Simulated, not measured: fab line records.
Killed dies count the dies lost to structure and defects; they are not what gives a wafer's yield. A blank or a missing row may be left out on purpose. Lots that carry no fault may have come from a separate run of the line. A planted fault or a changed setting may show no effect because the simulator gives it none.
Comparing a struck lot with a sound one -- flow sky130 -- 38 out of 708 route steps
Sound: wafers L966.1, L966.2, L966.6. The struck wafers were L955.2, L955.4, L955.6. The cause is named last.
Order at every step that has rows: each side's tool, ch and its chambers, its first start. Under that, the readings that differ: sound wafers -- struck wafers -- difference of the means -- sigmas: that difference in standard deviations of wafers without a fault.
alike: same words and numbers on both sides, and readings whose means sit less than 2 such deviations apart. not compared: any withheld reading, any reading some wafer has no value for, any bound like >300 that may hide the same value, and any number with overlapping values for which the record gives no deviation.
A row with sigmas, a row that says differs or no value, or rows on one side alone: a step with any of these is where the two part. Numbers that have no deviation but don't overlap get no sigmas and don't part them. A reading that every wafer of one side lacks parts them only if that side has two wafers or more.

first, 9 steps without rows for these wafers: SKY_VIA2_SPUTTER_20 (material TiN, target thk 20 nm, time 80 s); SKY_VIA2_CVD_21 (deposits W, target thk 420 nm, time 126.4 s); SKY_VIA2_CMP_24 (polishes, stops on SiO2, t overpolish 20 s, target thk 0 nm); SKY_METAL3_SPUTTER_00 (material Ti, target thk 15 nm, time 10 s); SKY_METAL3_SPUTTER_01 (material TiN, target thk 20 nm, time 16.7 s); SKY_METAL3_SPUTTER_02 (material AlCu, target thk 735 nm, time 39.1 s); SKY_METAL3_SPUTTER_03 (material Ti, target thk 5 nm, time 3.3 s); SKY_METAL3_SPUTTER_04 (material TiN, target thk 70 nm, time 58.3 s); SKY_CAPM_CVD_00 (deposits SiO2, target thk 15.5 nm).
SKY_CAPM_SPUTTER_02: material TiN, target thk 200 nm, time 166.7 s.
  sound on pvd sputter-03, day 42 10:07; struck on pvd sputter-03, day 39 00:50
reading,sound,struck,difference,sigmas
cathode dc power W (W),6500.6 6500.1 6499.5,5712.1 5713.9 5715.1,-786.4,-99 or more
chamber pressure pa (Pa),0.3990 0.3981 0.3995,0.4004 0.4003 0.4017,+0.0019,+2
model.TiN_of_CAPM_SPUTTER_02.thk nm (nm),196.2 197 198.8,171.9 168.9 169.7,-27.2,
  alike: throttle valve pct
SKY_CAPM_RS_MEAS_03: a four-point-probe measurement.
  sound on film metro-04, day 42 10:13; struck on film metro-04, day 39 00:58
reading,sound,struck,difference,sigmas
CAPM_TIN_RS (ohm/sq),7.04 7.02 6.95,8.07 8.22 8.18,+1.15,+13
SKY_CAPM_THK_MEAS_04: measures by xrf.
  sound on film metro-04, day 42 10:20; struck on film metro-04, day 39 01:04
reading,sound,struck,difference,sigmas
CAPM_TIN_THK (nm),192.6 194.0 195.6,168.3 165.4 166.1,-27.5,-11
then, 7 steps without rows for these wafers: SKY_CAPM_DEHYDRATE_05 (time 60 s); SKY_CAPM_HMDS_06 (prime time 60 s); SKY_CAPM_COAT_07 (resist thk 1140 nm); SKY_CAPM_SOFTBAKE_08 (time 60 s); SKY_CAPM_EXPOSE_09 (exposes mask CAPM, target cd 1000 nm); SKY_CAPM_PEB_10; SKY_CAPM_DEVELOP_11 (develop time 60 s).
SKY_CAPM_METAL_ETCH_13: etches TiN in Cl2/BCl3, stops on SiO2, target depth 220 nm, time 62.9 s.
  sound on rie metal-03 ch 0,1, day 43 09:02; struck on rie metal-03 ch 0,1, day 40 01:34
reading,sound,struck,difference,sigmas
oes product au (a.u.),0.933 0.929 0.934,0.862 0.853 0.857,-0.075,-9
throttle valve pct (%),21.900 21.915 21.887,21.956 21.949 21.953,+0.052,+5
  alike: chamber pressure mTorr, drypump motor current A
  not compared: rf hours counter h
then, 16 steps without rows for these wafers: SKY_CAPM_STRIP_14 (strips in O2/N2); SKY_CAPM_STRIP_15 (strips in post etch residue remover, time 1200 s); SKY_CAPM_CLEAN_16 (cleans in IPA, time 180 s); SKY_CAPM_CLEAN_17 (cleans in O3/DIW); SKY_METAL3_DEHYDRATE_05 (time 60 s); SKY_METAL3_HMDS_06 (prime time 60 s); SKY_METAL3_COAT_07 (resist thk 60 nm); SKY_METAL3_COAT_08 (resist thk 1140 nm); SKY_METAL3_SOFTBAKE_09 (time 90 s); SKY_METAL3_EXPOSE_10 (exposes mask MM3, target cd 300 nm); SKY_METAL3_PEB_11; SKY_METAL3_DEVELOP_12 (develop time 60 s); SKY_METAL3_DESCUM_15 (chemistry O2, time 8 s); SKY_METAL3_ETCH_16 (etches BARC in N2/H2, stops on SiO2, time 88.2 s, target depth 60 nm); SKY_METAL3_ETCH_17 (etches SiO2 in C4F8/O2/Ar, stops on TiN, time 3.9 s, target depth 15 nm); SKY_METAL3_METAL_ETCH_18 (etches the open film in Cl2/BCl3, stops on SiO2, target depth 845 nm, time 183.1 s).
SKY_METAL3_STRIP_20: strips in post etch residue remover, time 1200 s.
  sound on wet bench-01 ch 2, day 44 08:29; struck on wet bench-04 ch 1, day 41 03:50
reading,sound,struck,difference,sigmas
model.TiN_of_CAPM_SPUTTER_02.thk nm (nm),195.3 196.2 197.9,171.1 168 168.8,-27.2,
  alike: temp c
-- the record jumps here: 7 days lie between the struck wafers' starts before and after (it left off in module METAL3 and takes up again in module PAD_OPEN, whose first step shown is number 708 of the route) --
SKY_PAD_OPEN_PROBE_99:
  sound on prober-02, day 50 11:19; struck on prober-02, day 47 23:55
reading,sound,struck,difference,sigmas
sort_bin_5_function (%),12.6 10.2 10.4,7.5 8.1 9.1,-2.8,-2
model.etest.cap mim.plate ohm sq,6.172 6.088 6.039,7.024 7.1 7.034,+0.953,
model.etest.cap mim.bv v (V),13.61 14 13.44,13.21 12.94 13.33,-0.52,
model.etest.cap mim.leak log10 a cm2,-9.16 -8.957 -8.947,-8.8 -8.841 -8.839,+0.2,
  alike: defect limited yield, killed_at_M0_to_M3, killed_at_M4_up, killed at contacts, killed at front end, killed at other, killed dies, killed open, killed short, sort_bin_3_pad_short, sort_bin_6_memory, sort n pass, sort yield pct

== WHERE THEY PART ==
At SKY_CAPM_SPUTTER_02 first; at SKY_PAD_OPEN_PROBE_99 last (within this record only).

WHY: whatever the simulator had introduced
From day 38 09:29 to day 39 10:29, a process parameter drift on pvd sputter-03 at SKY_CAPM_SPUTTER_02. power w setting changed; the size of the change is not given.
